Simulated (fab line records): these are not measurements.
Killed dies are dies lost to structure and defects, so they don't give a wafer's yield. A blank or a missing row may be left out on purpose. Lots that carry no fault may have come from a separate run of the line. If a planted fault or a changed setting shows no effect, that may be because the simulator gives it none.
fab line records / flow sky130
[record] lots = 13 wafers = 39 last_day = 50
route steps=708 shown VT_ADJUST_HVTP@95 VT_ADJUST_NCORE@123 VT_ADJUST_HVTR@138
lots that met no fault: from a run of the same line without faults
start_h: start of the lot's first displayed wafer, in hours after the record's first day / wait_h: hours from the lot's prior step to this one / " identical to the entry in the row above / L1.1+2: a row that stands for several wafers / - no value present, or no start provided / * or withheld: withheld / < > ~ a bound
route shown NAME@n: names a module that has steps shown in the file, with the first one's number in the route / usual: mean and standard deviation over wafers with no fault / same: alike in all rows / chamber/n: place in a boat / sites: per-site readings / _std_site: the standard deviation of these / _edge_site: mean of outer sites minus mean of inner sites / radius_mm: how far each site lies from the wafer's centre / mask NAME#n: copy n / behind: the tool/chamber that last shaped the wafer / hold: the reason the lot was held/the length of the hold in hours/how it ended / device: whichever transistor did not switch (one of n, p or np) / end of line: tests of these same wafers at the route's end / a step with no rows: only its recipe / killed: dies lost to structure and defects at the first sort, not the wafer's yield / map: the dies of a wafer, with x for killed, . for not killed, _ for no die there
set.NAME: the run value of the setting; set.NAME@STEP: its run value at that earlier step / model.NAME: the simulator's own value behind a step, which no gauge read
one table for each step of the route and one row for each wafer, over a sample of lots
services: when a tool's chamber went out of use (start_h, in hours from the record's first day, below 0 if earlier), for how many hours, and the reason
[[steps]]
[step SKY_VT_ADJUST_HVTP_STRIP_10]
[recipe] chemistry = O2/N2 power_w = 1400 pressure_mtorr = 1500 platen_temp_c = withheld o2_flow_sccm = 3000 n2_flow_sccm = 300 overash_fraction = 0.5
[usual] drypump_motor_current_A = 5.8/0.6 oes_product_au = 0.715/0.0047 strip_time_to_endpoint_s = 14.19/0.044
lot.wafer=L399.1 tool=plasma_asher-01 chamber=0 start_h=118.71 wait_h=0.1 drypump_motor_current_A=5.3 oes_product_au=0.711 rf_hours_counter_h=41 strip_time_to_endpoint_s=14.18
lot.wafer=L399.2 tool=plasma_asher-01 chamber=1 start_h=118.71 wait_h=0.1 drypump_motor_current_A=6.6 oes_product_au=0.718 rf_hours_counter_h=41 strip_time_to_endpoint_s=14.12
lot.wafer=L399.3 tool=plasma_asher-01 chamber=1 start_h=118.71 wait_h=0.1 drypump_motor_current_A=6.5 oes_product_au=0.709 rf_hours_counter_h=- strip_time_to_endpoint_s=14.19
lot.wafer=L400.1 tool=plasma_asher-02 chamber=0 start_h=129.90 wait_h=0.1 drypump_motor_current_A=6.0 oes_product_au=0.724 rf_hours_counter_h=45 strip_time_to_endpoint_s=14.22
lot.wafer=L400.2 tool=plasma_asher-02 chamber=1 start_h=129.90 wait_h=0.1 drypump_motor_current_A=5.1 oes_product_au=0.712 rf_hours_counter_h=45 strip_time_to_endpoint_s=14.20
lot.wafer=L400.6 tool=plasma_asher-02 chamber=1 start_h=129.90 wait_h=0.1 drypump_motor_current_A=5.1 oes_product_au=0.714 rf_hours_counter_h=- strip_time_to_endpoint_s=14.18
lot.wafer=L401.2 tool=plasma_asher-01 chamber=1 start_h=136.75 wait_h=0.1 drypump_motor_current_A=6.5 oes_product_au=0.719 rf_hours_counter_h=43 strip_time_to_endpoint_s=14.19
lot.wafer=L401.3 tool=plasma_asher-01 chamber=0 start_h=136.75 wait_h=0.1 drypump_motor_current_A=5.3 oes_product_au=0.712 rf_hours_counter_h=- strip_time_to_endpoint_s=14.18
lot.wafer=L401.5 tool=plasma_asher-01 chamber=0 start_h=136.75 wait_h=0.1 drypump_motor_current_A=5.3 oes_product_au=0.717 rf_hours_counter_h=- strip_time_to_endpoint_s=14.13
lot.wafer=L402.1 tool=plasma_asher-01 chamber=1 start_h=138.96 wait_h=0.1 drypump_motor_current_A=6.6 oes_product_au=0.715 rf_hours_counter_h=43 strip_time_to_endpoint_s=14.19
lot.wafer=L402.3 tool=plasma_asher-01 chamber=1 start_h=138.96 wait_h=0.1 drypump_motor_current_A=6.6 oes_product_au=0.716 rf_hours_counter_h=- strip_time_to_endpoint_s=14.18
lot.wafer=L402.6 tool=plasma_asher-01 chamber=0 start_h=138.96 wait_h=0.1 drypump_motor_current_A=5.3 oes_product_au=0.714 rf_hours_counter_h=- strip_time_to_endpoint_s=14.17
lot.wafer=L403.2 tool=plasma_asher-03 chamber=0 start_h=143.51 wait_h=0.1 drypump_motor_current_A=5.2 oes_product_au=0.714 rf_hours_counter_h=2 strip_time_to_endpoint_s=14.19
lot.wafer=L403.4 tool=plasma_asher-03 chamber=0 start_h=143.51 wait_h=0.1 drypump_motor_current_A=5.2 oes_product_au=0.713 rf_hours_counter_h=- strip_time_to_endpoint_s=14.15
lot.wafer=L403.6 tool=plasma_asher-03 chamber=0 start_h=143.51 wait_h=0.1 drypump_motor_current_A=5.2 oes_product_au=0.719 rf_hours_counter_h=- strip_time_to_endpoint_s=14.14
lot.wafer=L404.2 tool=plasma_asher-03 chamber=0 start_h=151.96 wait_h=0.1 drypump_motor_current_A=5.2 oes_product_au=0.709 rf_hours_counter_h=3 strip_time_to_endpoint_s=14.14
lot.wafer=L404.3 tool=plasma_asher-03 chamber=0 start_h=151.96 wait_h=0.1 drypump_motor_current_A=5.2 oes_product_au=0.716 rf_hours_counter_h=- strip_time_to_endpoint_s=14.13
lot.wafer=L404.4 tool=plasma_asher-03 chamber=1 start_h=151.96 wait_h=0.1 drypump_motor_current_A=6.6 oes_product_au=0.711 rf_hours_counter_h=- strip_time_to_endpoint_s=14.12
lot.wafer=L406.1 tool=plasma_asher-03 chamber=0 start_h=167.86 wait_h=0.1 drypump_motor_current_A=5.2 oes_product_au=0.712 rf_hours_counter_h=5 strip_time_to_endpoint_s=14.12
lot.wafer=L406.4 tool=plasma_asher-03 chamber=0 start_h=167.86 wait_h=0.1 drypump_motor_current_A=5.2 oes_product_au=0.718 rf_hours_counter_h=- strip_time_to_endpoint_s=14.18
lot.wafer=L406.5 tool=plasma_asher-03 chamber=1 start_h=167.86 wait_h=0.1 drypump_motor_current_A=6.5 oes_product_au=0.719 rf_hours_counter_h=- strip_time_to_endpoint_s=14.19
lot.wafer=L407.1 tool=plasma_asher-03 chamber=0 start_h=170.61 wait_h=0.1 drypump_motor_current_A=5.2 oes_product_au=0.711 rf_hours_counter_h=5 strip_time_to_endpoint_s=14.26
lot.wafer=L407.5 tool=plasma_asher-03 chamber=1 start_h=170.61 wait_h=0.1 drypump_motor_current_A=6.5 oes_product_au=0.712 rf_hours_counter_h=- strip_time_to_endpoint_s=14.26
lot.wafer=L407.6 tool=plasma_asher-03 chamber=0 start_h=170.61 wait_h=0.1 drypump_motor_current_A=5.2 oes_product_au=0.711 rf_hours_counter_h=- strip_time_to_endpoint_s=14.23
lot.wafer=L408.1 tool=plasma_asher-02 chamber=0 start_h=175.96 wait_h=0.1 drypump_motor_current_A=6.0 oes_product_au=0.704 rf_hours_counter_h=50 strip_time_to_endpoint_s=14.18
lot.wafer=L408.4 tool=plasma_asher-02 chamber=1 start_h=175.96 wait_h=0.1 drypump_motor_current_A=5.1 oes_product_au=0.718 rf_hours_counter_h=- strip_time_to_endpoint_s=14.21
lot.wafer=L408.5 tool=plasma_asher-02 chamber=1 start_h=175.96 wait_h=0.1 drypump_motor_current_A=5.1 oes_product_au=0.714 rf_hours_counter_h=- strip_time_to_endpoint_s=14.20
lot.wafer=L412.1 tool=plasma_asher-03 chamber=1 start_h=204.41 wait_h=0.1 drypump_motor_current_A=6.5 oes_product_au=0.722 rf_hours_counter_h=8 strip_time_to_endpoint_s=14.18
lot.wafer=L412.2 tool=plasma_asher-03 chamber=0 start_h=204.41 wait_h=0.1 drypump_motor_current_A=5.2 oes_product_au=0.712 rf_hours_counter_h=8 strip_time_to_endpoint_s=14.21
lot.wafer=L412.3 tool=plasma_asher-03 chamber=0 start_h=204.41 wait_h=0.1 drypump_motor_current_A=5.2 oes_product_au=0.721 rf_hours_counter_h=- strip_time_to_endpoint_s=14.23
lot.wafer=L413.4 tool=plasma_asher-02 chamber=0 start_h=210.29 wait_h=0.1 drypump_motor_current_A=6.0 oes_product_au=0.726 rf_hours_counter_h=- strip_time_to_endpoint_s=14.15
lot.wafer=L413.5 tool=plasma_asher-02 chamber=1 start_h=210.29 wait_h=0.1 drypump_motor_current_A=5.1 oes_product_au=0.725 rf_hours_counter_h=- strip_time_to_endpoint_s=14.14
lot.wafer=L413.6 tool=plasma_asher-02 chamber=0 start_h=210.29 wait_h=0.1 drypump_motor_current_A=6.0 oes_product_au=0.713 rf_hours_counter_h=- strip_time_to_endpoint_s=14.15
lot.wafer=L419.3 tool=plasma_asher-02 chamber=0 start_h=258.45 wait_h=0.1 drypump_motor_current_A=6.1 oes_product_au=0.716 rf_hours_counter_h=- strip_time_to_endpoint_s=14.21
lot.wafer=L419.5 tool=plasma_asher-02 chamber=0 start_h=258.45 wait_h=0.1 drypump_motor_current_A=6.1 oes_product_au=0.723 rf_hours_counter_h=- strip_time_to_endpoint_s=14.23
lot.wafer=L419.6 tool=plasma_asher-02 chamber=1 start_h=258.45 wait_h=0.1 drypump_motor_current_A=5.1 oes_product_au=0.719 rf_hours_counter_h=- strip_time_to_endpoint_s=14.23
lot.wafer=L421.1 tool=plasma_asher-02 chamber=0 start_h=262.31 wait_h=0.1 drypump_motor_current_A=6.1 oes_product_au=0.717 rf_hours_counter_h=58 strip_time_to_endpoint_s=14.15
lot.wafer=L421.2 tool=plasma_asher-02 chamber=1 start_h=262.31 wait_h=0.1 drypump_motor_current_A=5.2 oes_product_au=0.715 rf_hours_counter_h=58 strip_time_to_endpoint_s=14.22
lot.wafer=L421.5 tool=plasma_asher-02 chamber=1 start_h=262.31 wait_h=0.1 drypump_motor_current_A=5.1 oes_product_au=0.706 rf_hours_counter_h=- strip_time_to_endpoint_s=14.21
[step SKY_VT_ADJUST_HVTP_TW_MEAS_11]
[usual] VT_ADJUST_HVTP_TW = 1333/9.4
lot.wafer=L399.1 tool=film_metro-03 chamber=- start_h=118.81 wait_h=0.1 VT_ADJUST_HVTP_TW=1320
lot.wafer=L399.2 tool=film_metro-03 chamber=- start_h=118.81 wait_h=0.1 VT_ADJUST_HVTP_TW=1324
lot.wafer=L399.3 tool=film_metro-03 chamber=- start_h=118.81 wait_h=0.1 VT_ADJUST_HVTP_TW=1325
lot.wafer=L400.1 tool=film_metro-03 chamber=- start_h=130.00 wait_h=0.1 VT_ADJUST_HVTP_TW=1330
lot.wafer=L400.2 tool=film_metro-03 chamber=- start_h=130.00 wait_h=0.1 VT_ADJUST_HVTP_TW=1324
lot.wafer=L400.6 tool=film_metro-03 chamber=- start_h=130.00 wait_h=0.1 VT_ADJUST_HVTP_TW=1324
lot.wafer=L401.2 tool=film_metro-02 chamber=- start_h=136.86 wait_h=0.1 VT_ADJUST_HVTP_TW=1345
lot.wafer=L401.3 tool=film_metro-02 chamber=- start_h=136.86 wait_h=0.1 VT_ADJUST_HVTP_TW=1341
lot.wafer=L401.5 tool=film_metro-02 chamber=- start_h=136.86 wait_h=0.1 VT_ADJUST_HVTP_TW=1337
lot.wafer=L402.1 tool=film_metro-03 chamber=- start_h=139.06 wait_h=0.1 VT_ADJUST_HVTP_TW=1330
lot.wafer=L402.3 tool=film_metro-03 chamber=- start_h=139.06 wait_h=0.1 VT_ADJUST_HVTP_TW=1325
lot.wafer=L402.6 tool=film_metro-03 chamber=- start_h=139.06 wait_h=0.1 VT_ADJUST_HVTP_TW=1324
lot.wafer=L403.2 tool=film_metro-03 chamber=- start_h=143.62 wait_h=0.1 VT_ADJUST_HVTP_TW=1328
lot.wafer=L403.4 tool=film_metro-03 chamber=- start_h=143.62 wait_h=0.1 VT_ADJUST_HVTP_TW=1332
lot.wafer=L403.6 tool=film_metro-03 chamber=- start_h=143.62 wait_h=0.1 VT_ADJUST_HVTP_TW=1326
lot.wafer=L404.2 tool=film_metro-02 chamber=- start_h=152.07 wait_h=0.1 VT_ADJUST_HVTP_TW=1344
lot.wafer=L404.3 tool=film_metro-02 chamber=- start_h=152.07 wait_h=0.1 VT_ADJUST_HVTP_TW=1344
lot.wafer=L404.4 tool=film_metro-02 chamber=- start_h=152.07 wait_h=0.1 VT_ADJUST_HVTP_TW=1341
lot.wafer=L406.1 tool=film_metro-02 chamber=- start_h=167.96 wait_h=0.1 VT_ADJUST_HVTP_TW=1337
lot.wafer=L406.4 tool=film_metro-02 chamber=- start_h=167.96 wait_h=0.1 VT_ADJUST_HVTP_TW=1338
lot.wafer=L406.5 tool=film_metro-02 chamber=- start_h=167.96 wait_h=0.1 VT_ADJUST_HVTP_TW=1338
lot.wafer=L407.1 tool=film_metro-04 chamber=- start_h=170.71 wait_h=0.1 VT_ADJUST_HVTP_TW=1332
lot.wafer=L407.5 tool=film_metro-04 chamber=- start_h=170.71 wait_h=0.1 VT_ADJUST_HVTP_TW=1327
lot.wafer=L407.6 tool=film_metro-04 chamber=- start_h=170.71 wait_h=0.1 VT_ADJUST_HVTP_TW=1331
lot.wafer=L408.1 tool=film_metro-04 chamber=- start_h=176.06 wait_h=0.1 VT_ADJUST_HVTP_TW=1330
lot.wafer=L408.4 tool=film_metro-04 chamber=- start_h=176.06 wait_h=0.1 VT_ADJUST_HVTP_TW=1327
lot.wafer=L408.5 tool=film_metro-04 chamber=- start_h=176.06 wait_h=0.1 VT_ADJUST_HVTP_TW=1336
lot.wafer=L412.1 tool=film_metro-04 chamber=- start_h=204.51 wait_h=0.1 VT_ADJUST_HVTP_TW=1328
lot.wafer=L412.2 tool=film_metro-04 chamber=- start_h=204.51 wait_h=0.1 VT_ADJUST_HVTP_TW=1331
lot.wafer=L412.3 tool=film_metro-04 chamber=- start_h=204.51 wait_h=0.1 VT_ADJUST_HVTP_TW=1330
lot.wafer=L413.4 tool=film_metro-03 chamber=- start_h=210.38 wait_h=0.1 VT_ADJUST_HVTP_TW=1325
lot.wafer=L413.5 tool=film_metro-03 chamber=- start_h=210.38 wait_h=0.1 VT_ADJUST_HVTP_TW=1334
lot.wafer=L413.6 tool=film_metro-03 chamber=- start_h=210.38 wait_h=0.1 VT_ADJUST_HVTP_TW=1329
lot.wafer=L419.3 tool=film_metro-02 chamber=- start_h=258.53 wait_h=0.1 VT_ADJUST_HVTP_TW=1337
lot.wafer=L419.5 tool=film_metro-02 chamber=- start_h=258.53 wait_h=0.1 VT_ADJUST_HVTP_TW=1345
lot.wafer=L419.6 tool=film_metro-02 chamber=- start_h=258.53 wait_h=0.1 VT_ADJUST_HVTP_TW=1350
lot.wafer=L421.1 tool=film_metro-02 chamber=- start_h=262.41 wait_h=0.1 VT_ADJUST_HVTP_TW=1336
lot.wafer=L421.2 tool=film_metro-02 chamber=- start_h=262.41 wait_h=0.1 VT_ADJUST_HVTP_TW=1337
lot.wafer=L421.5 tool=film_metro-02 chamber=- start_h=262.41 wait_h=0.1 VT_ADJUST_HVTP_TW=1341
[step SKY_VT_ADJUST_NCORE_EXPOSE_04]
[recipe] mask_id = LVTN_COMPLEMENT_THIN na = 0.6 source_shape = conventional sigma_outer = 0.6 polarization = unpolarized target_cd_nm = 380 dose_mj = 139
lot.wafer=L399.1+2+3 tool=iline_stepper-02 chamber=0 start_h=166.95 wait_h=- mask=LVTN_COMPLEMENT_THIN#0
lot.wafer=L400.1+2+6 tool=iline_stepper-01 chamber=0 start_h=177.98 wait_h=- mask=LVTN_COMPLEMENT_THIN#0
lot.wafer=L401.2+3+5 tool=iline_stepper-02 chamber=0 start_h=187.52 wait_h=- mask=LVTN_COMPLEMENT_THIN#0
lot.wafer=L402.1+3+6 tool=iline_stepper-01 chamber=0 start_h=188.70 wait_h=- mask=LVTN_COMPLEMENT_THIN#0
lot.wafer=L403.2+4+6 tool=iline_stepper-01 chamber=0 start_h=194.53 wait_h=- mask=LVTN_COMPLEMENT_THIN#0
lot.wafer=L404.2+3+4 tool=iline_stepper-01 chamber=0 start_h=203.13 wait_h=- mask=LVTN_COMPLEMENT_THIN#0
lot.wafer=L406.1+4+5 tool=iline_stepper-02 chamber=0 start_h=222.63 wait_h=- mask=LVTN_COMPLEMENT_THIN#0
lot.wafer=L407.1+5+6 tool=iline_stepper-02 chamber=0 start_h=224.26 wait_h=- mask=LVTN_COMPLEMENT_THIN#0
lot.wafer=L408.1+4+5 tool=iline_stepper-02 chamber=0 start_h=230.26 wait_h=- mask=LVTN_COMPLEMENT_THIN#0
lot.wafer=L412.1+2+3 tool=iline_stepper-02 chamber=0 start_h=261.78 wait_h=- mask=LVTN_COMPLEMENT_THIN#0
lot.wafer=L413.4+5+6 tool=iline_stepper-01 chamber=0 start_h=267.69 wait_h=- mask=LVTN_COMPLEMENT_THIN#0
lot.wafer=L419.3+5+6 tool=iline_stepper-01 chamber=0 start_h=320.94 wait_h=- mask=LVTN_COMPLEMENT_THIN#0
lot.wafer=L421.1+2+5 tool=iline_stepper-01 chamber=0 start_h=326.36 wait_h=- mask=LVTN_COMPLEMENT_THIN#0
[step SKY_VT_ADJUST_NCORE_OVL_MEAS_08]
[usual] VT_ADJUST_NCORE_OVL = 0.0/1.2
lot.wafer=L399.1 tool=overlay-02 chamber=- start_h=177.03 wait_h=0.1 VT_ADJUST_NCORE_OVL[nm]=0.9
lot.wafer=L399.2 tool=overlay-02 chamber=- start_h=177.03 wait_h=0.1 VT_ADJUST_NCORE_OVL[nm]=0.9
lot.wafer=L399.3 tool=overlay-02 chamber=- start_h=177.03 wait_h=0.1 VT_ADJUST_NCORE_OVL[nm]=-0.1
lot.wafer=L400.1 tool=overlay-02 chamber=- start_h=188.23 wait_h=0.1 VT_ADJUST_NCORE_OVL[nm]=1.0
lot.wafer=L400.2 tool=overlay-02 chamber=- start_h=188.23 wait_h=0.1 VT_ADJUST_NCORE_OVL[nm]=2.0
lot.wafer=L400.6 tool=overlay-02 chamber=- start_h=188.23 wait_h=0.1 VT_ADJUST_NCORE_OVL[nm]=0.3
lot.wafer=L401.2 tool=overlay-02 chamber=- start_h=198.18 wait_h=0.1 VT_ADJUST_NCORE_OVL[nm]=0.8
lot.wafer=L401.3 tool=overlay-02 chamber=- start_h=198.18 wait_h=0.1 VT_ADJUST_NCORE_OVL[nm]=0.3
lot.wafer=L401.5 tool=overlay-02 chamber=- start_h=198.18 wait_h=0.1 VT_ADJUST_NCORE_OVL[nm]=-0.3
lot.wafer=L402.1 tool=overlay-02 chamber=- start_h=199.55 wait_h=0.1 VT_ADJUST_NCORE_OVL[nm]=0.2
lot.wafer=L402.3 tool=overlay-02 chamber=- start_h=199.55 wait_h=0.1 VT_ADJUST_NCORE_OVL[nm]=0.8
lot.wafer=L402.6 tool=overlay-02 chamber=- start_h=199.55 wait_h=0.1 VT_ADJUST_NCORE_OVL[nm]=-0.2
lot.wafer=L403.2 tool=overlay-02 chamber=- start_h=205.16 wait_h=0.1 VT_ADJUST_NCORE_OVL[nm]=0.5
lot.wafer=L403.4 tool=overlay-02 chamber=- start_h=205.16 wait_h=0.1 VT_ADJUST_NCORE_OVL[nm]=0.9
lot.wafer=L403.6 tool=overlay-02 chamber=- start_h=205.16 wait_h=0.1 VT_ADJUST_NCORE_OVL[nm]=-0.7
lot.wafer=L404.2 tool=overlay-02 chamber=- start_h=213.73 wait_h=0.1 VT_ADJUST_NCORE_OVL[nm]=1.5
lot.wafer=L404.3 tool=overlay-02 chamber=- start_h=213.73 wait_h=0.1 VT_ADJUST_NCORE_OVL[nm]=0.5
lot.wafer=L404.4 tool=overlay-02 chamber=- start_h=213.73 wait_h=0.1 VT_ADJUST_NCORE_OVL[nm]=-0.7
lot.wafer=L406.1 tool=overlay-02 chamber=- start_h=233.38 wait_h=0.1 VT_ADJUST_NCORE_OVL[nm]=101.8
lot.wafer=L406.4 tool=overlay-02 chamber=- start_h=233.38 wait_h=0.1 VT_ADJUST_NCORE_OVL[nm]=101.5
lot.wafer=L406.5 tool=overlay-02 chamber=- start_h=233.38 wait_h=0.1 VT_ADJUST_NCORE_OVL[nm]=100.6
lot.wafer=L407.1 tool=overlay-02 chamber=- start_h=234.75 wait_h=0.1 VT_ADJUST_NCORE_OVL[nm]=101.6
lot.wafer=L407.5 tool=overlay-02 chamber=- start_h=234.75 wait_h=0.1 VT_ADJUST_NCORE_OVL[nm]=99.7
lot.wafer=L407.6 tool=overlay-02 chamber=- start_h=234.75 wait_h=0.1 VT_ADJUST_NCORE_OVL[nm]=100.1
lot.wafer=L408.1 tool=overlay-01 chamber=- start_h=241.70 wait_h=0.1 VT_ADJUST_NCORE_OVL[nm]=101.3
lot.wafer=L408.4 tool=overlay-01 chamber=- start_h=241.70 wait_h=0.1 VT_ADJUST_NCORE_OVL[nm]=103.5
lot.wafer=L408.5 tool=overlay-01 chamber=- start_h=241.70 wait_h=0.1 VT_ADJUST_NCORE_OVL[nm]=105.1
lot.wafer=L412.1 tool=overlay-02 chamber=- start_h=274.00 wait_h=0.1 VT_ADJUST_NCORE_OVL[nm]=102.4
lot.wafer=L412.2 tool=overlay-02 chamber=- start_h=274.00 wait_h=0.1 VT_ADJUST_NCORE_OVL[nm]=102.9
lot.wafer=L412.3 tool=overlay-02 chamber=- start_h=274.00 wait_h=0.1 VT_ADJUST_NCORE_OVL[nm]=102.8
lot.wafer=L413.4 tool=overlay-02 chamber=- start_h=279.75 wait_h=0.1 VT_ADJUST_NCORE_OVL[nm]=1.0
lot.wafer=L413.5 tool=overlay-02 chamber=- start_h=279.75 wait_h=0.1 VT_ADJUST_NCORE_OVL[nm]=1.3
lot.wafer=L413.6 tool=overlay-02 chamber=- start_h=279.75 wait_h=0.1 VT_ADJUST_NCORE_OVL[nm]=1.0
lot.wafer=L419.3 tool=overlay-01 chamber=- start_h=334.49 wait_h=0.1 VT_ADJUST_NCORE_OVL[nm]=0.4
lot.wafer=L419.5 tool=overlay-01 chamber=- start_h=334.49 wait_h=0.1 VT_ADJUST_NCORE_OVL[nm]=-0.5
lot.wafer=L419.6 tool=overlay-01 chamber=- start_h=334.49 wait_h=0.1 VT_ADJUST_NCORE_OVL[nm]=0.9
lot.wafer=L421.1 tool=overlay-01 chamber=- start_h=339.85 wait_h=0.1 VT_ADJUST_NCORE_OVL[nm]=1.1
lot.wafer=L421.2 tool=overlay-01 chamber=- start_h=339.85 wait_h=0.1 VT_ADJUST_NCORE_OVL[nm]=-0.1
lot.wafer=L421.5 tool=overlay-01 chamber=- start_h=339.85 wait_h=0.1 VT_ADJUST_NCORE_OVL[nm]=-1.3
[step SKY_VT_ADJUST_HVTR_CD_MEAS_07]
[recipe] target_cd_nm = 380
[usual] cd_nm = 380.2/2.5
lot.wafer=L399.1 tool=cd_sem-01 chamber=- start_h=198.33 wait_h=0.1 cd_nm=379.9
lot.wafer=L399.2 tool=cd_sem-01 chamber=- start_h=198.33 wait_h=0.1 cd_nm=380.7
lot.wafer=L399.3 tool=cd_sem-01 chamber=- start_h=198.33 wait_h=0.1 cd_nm=380.6
lot.wafer=L400.1 tool=cd_sem-02 chamber=- start_h=210.33 wait_h=0.1 cd_nm=377.3
lot.wafer=L400.2 tool=cd_sem-02 chamber=- start_h=210.33 wait_h=0.1 cd_nm=379.1
lot.wafer=L400.6 tool=cd_sem-02 chamber=- start_h=210.33 wait_h=0.1 cd_nm=378.5
lot.wafer=L401.2 tool=cd_sem-01 chamber=- start_h=220.48 wait_h=0.1 cd_nm=378.7
lot.wafer=L401.3 tool=cd_sem-01 chamber=- start_h=220.48 wait_h=0.1 cd_nm=380.0
lot.wafer=L401.5 tool=cd_sem-01 chamber=- start_h=220.48 wait_h=0.1 cd_nm=377.2
lot.wafer=L402.1 tool=cd_sem-01 chamber=- start_h=222.29 wait_h=0.1 cd_nm=378.5
lot.wafer=L402.3 tool=cd_sem-01 chamber=- start_h=222.29 wait_h=0.1 cd_nm=380.2
lot.wafer=L402.6 tool=cd_sem-01 chamber=- start_h=222.29 wait_h=0.1 cd_nm=377.7
lot.wafer=L403.2 tool=cd_sem-01 chamber=- start_h=227.76 wait_h=0.1 cd_nm=378.2
lot.wafer=L403.4 tool=cd_sem-01 chamber=- start_h=227.76 wait_h=0.1 cd_nm=379.4
lot.wafer=L403.6 tool=cd_sem-01 chamber=- start_h=227.76 wait_h=0.1 cd_nm=380.4
lot.wafer=L404.2 tool=cd_sem-02 chamber=- start_h=235.73 wait_h=0.1 cd_nm=378.4
lot.wafer=L404.3 tool=cd_sem-02 chamber=- start_h=235.73 wait_h=0.1 cd_nm=377.3
lot.wafer=L404.4 tool=cd_sem-02 chamber=- start_h=235.73 wait_h=0.1 cd_nm=376.3
lot.wafer=L406.1 tool=cd_sem-02 chamber=- start_h=255.89 wait_h=0.1 cd_nm=382.0
lot.wafer=L406.4 tool=cd_sem-02 chamber=- start_h=255.89 wait_h=0.1 cd_nm=380.8
lot.wafer=L406.5 tool=cd_sem-02 chamber=- start_h=255.89 wait_h=0.1 cd_nm=380.0
lot.wafer=L407.1 tool=cd_sem-01 chamber=- start_h=257.53 wait_h=0.1 cd_nm=382.0
lot.wafer=L407.5 tool=cd_sem-01 chamber=- start_h=257.53 wait_h=0.1 cd_nm=383.1
lot.wafer=L407.6 tool=cd_sem-01 chamber=- start_h=257.53 wait_h=0.1 cd_nm=382.5
lot.wafer=L408.1 tool=cd_sem-01 chamber=- start_h=265.54 wait_h=0.1 cd_nm=384.9
lot.wafer=L408.4 tool=cd_sem-01 chamber=- start_h=265.54 wait_h=0.1 cd_nm=384.5
lot.wafer=L408.5 tool=cd_sem-01 chamber=- start_h=265.54 wait_h=0.1 cd_nm=385.9
lot.wafer=L412.1 tool=cd_sem-02 chamber=- start_h=298.99 wait_h=0.1 cd_nm=372.7
lot.wafer=L412.2 tool=cd_sem-02 chamber=- start_h=298.99 wait_h=0.1 cd_nm=376.7
lot.wafer=L412.3 tool=cd_sem-02 chamber=- start_h=298.99 wait_h=0.1 cd_nm=376.0
lot.wafer=L413.4 tool=cd_sem-01 chamber=- start_h=304.84 wait_h=0.1 cd_nm=379.8
lot.wafer=L413.5 tool=cd_sem-01 chamber=- start_h=304.84 wait_h=0.1 cd_nm=378.9
lot.wafer=L413.6 tool=cd_sem-01 chamber=- start_h=304.84 wait_h=0.1 cd_nm=383.7
lot.wafer=L419.3 tool=cd_sem-02 chamber=- start_h=361.52 wait_h=0.1 cd_nm=379.3
lot.wafer=L419.5 tool=cd_sem-02 chamber=- start_h=361.52 wait_h=0.1 cd_nm=382.4
lot.wafer=L419.6 tool=cd_sem-02 chamber=- start_h=361.52 wait_h=0.1 cd_nm=382.7
lot.wafer=L421.1 tool=cd_sem-02 chamber=- start_h=367.43 wait_h=0.1 cd_nm=380.4
lot.wafer=L421.2 tool=cd_sem-02 chamber=- start_h=367.43 wait_h=0.1 cd_nm=381.5
lot.wafer=L421.5 tool=cd_sem-02 chamber=- start_h=367.43 wait_h=0.1 cd_nm=379.1
[[services]]
tool=plasma_asher-03 chamber=- start_h=108.75 hours=9.0 kind=pm
tool=plasma_asher-03 chamber=0 start_h=108.75 hours=9.0 kind=vent_cycle
tool=plasma_asher-03 chamber=1 start_h=108.75 hours=9.0 kind=vent_cycle
tool=plasma_asher-03 chamber=0 start_h=117.75 hours=- kind=clean
tool=plasma_asher-03 chamber=1 start_h=117.75 hours=- kind=clean
tool=iline_stepper-01 chamber=- start_h=138.36 hours=4.0 kind=repair
tool=plasma_asher-03 chamber=- start_h=155.63 hours=0.4 kind=repair
tool=iline_stepper-01 chamber=0 start_h=175.02 hours=- kind=calibration
tool=plasma_asher-03 chamber=- start_h=187.49 hours=3.5 kind=repair
tool=plasma_asher-03 chamber=- start_h=189.19 hours=2.4 kind=repair
tool=iline_stepper-02 chamber=0 start_h=242.17 hours=- kind=calibration
tool=iline_stepper-01 chamber=- start_h=255.76 hours=1.7 kind=pm
tool=iline_stepper-01 chamber=- start_h=277.87 hours=2.1 kind=pm
tool=iline_stepper-01 chamber=- start_h=279.96 hours=- kind=consumable_replace:lamp
tool=plasma_asher-03 chamber=- start_h=293.51 hours=14.6 kind=pm
tool=plasma_asher-02 chamber=- start_h=305.05 hours=2.2 kind=repair
tool=plasma_asher-03 chamber=- start_h=321.84 hours=15.6 kind=pm
[[key]]
[first_sign] step = SKY_VT_ADJUST_NCORE_OVL_MEAS_08 reading = VT_ADJUST_NCORE_OVL direction = up sigmas = 84 usual = 0.0 struck = 101.9
effect none on later readings
met_at SKY_VT_ADJUST_NCORE_EXPOSE_04
struck_lots L406,L407,L408,L412
tester_left_out L406,L407,L408,L412
not_acting_at SKY_VT_ADJUST_HVTP_STRIP_10,SKY_VT_ADJUST_HVTP_TW_MEAS_11,SKY_VT_ADJUST_HVTR_CD_MEAS_07
onset_between 187.52 222.63
[fault] kind = scanner_matching_overlay tool = iline_stepper-02 chamber = - onset_h = 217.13 steps = SKY_VT_ADJUST_NCORE_EXPOSE_04 offset = 102.45
// tester_left_out: of these lots the tester's yield and bins aren't shown, on N5 and GAA mostly nor the transistor test; their killed dies are dies lost to structure and defects alone, not to doping, threshold or leakage, so they don't give the yield
